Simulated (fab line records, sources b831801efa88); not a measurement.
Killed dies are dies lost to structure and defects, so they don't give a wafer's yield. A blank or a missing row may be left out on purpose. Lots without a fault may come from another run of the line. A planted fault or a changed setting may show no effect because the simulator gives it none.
Which tool did it? | flow gf180mcu | 6 lots, 18 wafers sampled, at 2 steps of a route of 602

WHAT THE GAUGES READ, wafer by wafer
GF_HV_LDD_CD_MEAS_46: target cd 400 nm.
lot  | measured     | on        | cd_nm (nm)
L321 | day 12 14:49 | cd_sem-02 | 395.3 399.1 396.5
L323 | day 13 08:38 | cd_sem-01 | 397.0 395.1 396.8
L325 | day 14 06:18 | cd_sem-02 | 400.6 403.1 403.7
L328 | day 15 01:29 | cd_sem-02 | 403.0 402.3 403.4
L338 | day 18 07:56 | cd_sem-02 | 428.3 429.8 429.3
L341 | day 19 09:09 | cd_sem-02 | 398.4 399.3 400.5

WHICH TOOL RAN EACH LOT (tool, then ch and the chambers of the sampled wafers, then the start)
lot  | GF_HV_LDD_EXPOSE_43
L321 | iline_stepper-02 ch 0, day 12 05:11
L323 | iline_stepper-01 ch 0, day 12 22:16
L325 | iline_stepper-02 ch 0, day 13 20:06
L328 | iline_stepper-01 ch 0, day 14 14:55
L338 | iline_stepper-01 ch 0, day 17 19:44
L341 | iline_stepper-02 ch 0, day 18 21:32
- GF_HV_LDD_EXPOSE_43: exposes mask Pplus HV AREA, target cd 400 nm.

THE ANSWER, worked out from the rows above alone
Rule: what is usual is taken from the lots themselves. Put in order of their means at a reading, lots are off if they are a third of the lots or fewer, leave a main group of 4 or more, and stand apart from it by a gap of 3 or more times the standard deviation of the main group's means; of several such gaps the widest counts. A main group whose means are all the same, to the digits that the tables above print for the reading, isn't used. A lot without any number at a reading at which 4 lots or more have one is off too. The other lots that the step has rows for count as sound.
Off: L338, at GF_HV_LDD_CD_MEAS_46 (cd_nm). The main group: mean 399.6 nm, standard deviation 2.7.
A tool fits if, at a process step before that reading, it ran every lot that is off, and no sound lot after the first of them. The gauges at GF_HV_LDD_CD_MEAS_46 are tried like those tools. One fits: iline_stepper-01 at GF_HV_LDD_EXPOSE_43. Its last sound lot is L328 (day 14 14:55), its first lot that is off L338 (day 17 19:44): a fault that began between those two fits.

WHAT THE SIMULATOR HAD PUT IN
Process parameter drift: iline_stepper-01, from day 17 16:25 on, at GF_HV_LDD_EXPOSE_43. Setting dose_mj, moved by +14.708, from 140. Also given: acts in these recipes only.
Lots struck among those shown: L338. The rule above found the same.
